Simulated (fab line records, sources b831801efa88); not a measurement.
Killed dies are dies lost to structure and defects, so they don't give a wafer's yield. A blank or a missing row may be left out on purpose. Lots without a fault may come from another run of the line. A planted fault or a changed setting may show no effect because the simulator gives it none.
One fault seen from 2 desks | flow sky130 | each desk has only its own numbers; what lay behind them comes last

THE METROLOGY DESK
What the gauges read, lot by lot, whatever tool the lot ran on: means of the sampled wafers that have a number. A lot is out of limits, marked OUT, if its mean lies more than 4 standard deviations from the usual mean; the brackets give that distance.
Columns: A = METAL5_ALCU_RS at SKY_METAL5_RS_MEAS_05, usual 0.0270 ohm/sq
lot  | first seen here | A
L613 | day 42 20:11    | 0.0270
L614 | day 43 00:22    | 0.0273
L615 | day 43 09:29    | 0.0276
L616 | day 43 18:16    | 0.0269
L618 | day 44 14:43    | 0.0273
L624 | day 46 01:44    | 0.0274
L628 | day 46 14:08    | 0.0271
L629 | day 47 03:41    | 0.0267
L630 | day 47 12:03    | 0.0268
L633 | day 48 00:49    | 0.0265
L634 | day 48 08:08    | 0.0265
L636 | day 48 17:29    | 0.0265
This desk's finding: nothing out of limits on any of the 12 lots.

THE TOOL OWNER'S DESK: pvd_sputter-02
The tool's own readings at SKY_METAL5_SPUTTER_00 (material Ti, target thk 15 nm, time 10 s): means of the sampled wafers that have a number, for each lot that ran on this tool. A lot is out of limits, marked OUT, if its mean lies more than 4 standard deviations from the usual mean; the brackets give that distance.
Columns: A = cathode_dc_power_W at SKY_METAL5_SPUTTER_00, usual 3000.2 W; B = throttle_valve_pct at SKY_METAL5_SPUTTER_00, usual 30.3 %
lot  | first seen here | A                | B
L614 | day 43 00:12    | 3000.7           | 29.9
L615 | day 43 09:17    | 3000.6           | 29.9
L618 | day 44 14:33    | 3000.5           | 29.7
L624 | day 46 01:34    | 3053.0 (+94) OUT | 30.1
This desk's finding: out of limits on L624; first on L624, day 46 01:34 (cathode_dc_power_W at SKY_METAL5_SPUTTER_00). In limits: L614, L615, L618.

PUT TOGETHER
The tool owner's desk could have raised an alarm at day 46 01:34, on L624.
The metrology desk saw nothing out of limits.
The metrology desk has L624 on record, within its limits.
Of the lots named, all ran SKY_METAL5_SPUTTER_00 on pvd_sputter-02.

WHAT THE SIMULATOR HAD PUT IN
Process parameter drift: pvd_sputter-02, from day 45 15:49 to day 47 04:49, at SKY_METAL5_SPUTTER_00. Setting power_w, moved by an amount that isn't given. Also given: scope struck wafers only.
Lots struck among those shown: L624.
Hours from the fault's start to each desk's first reading out of limits: the tool owner's desk, 10.
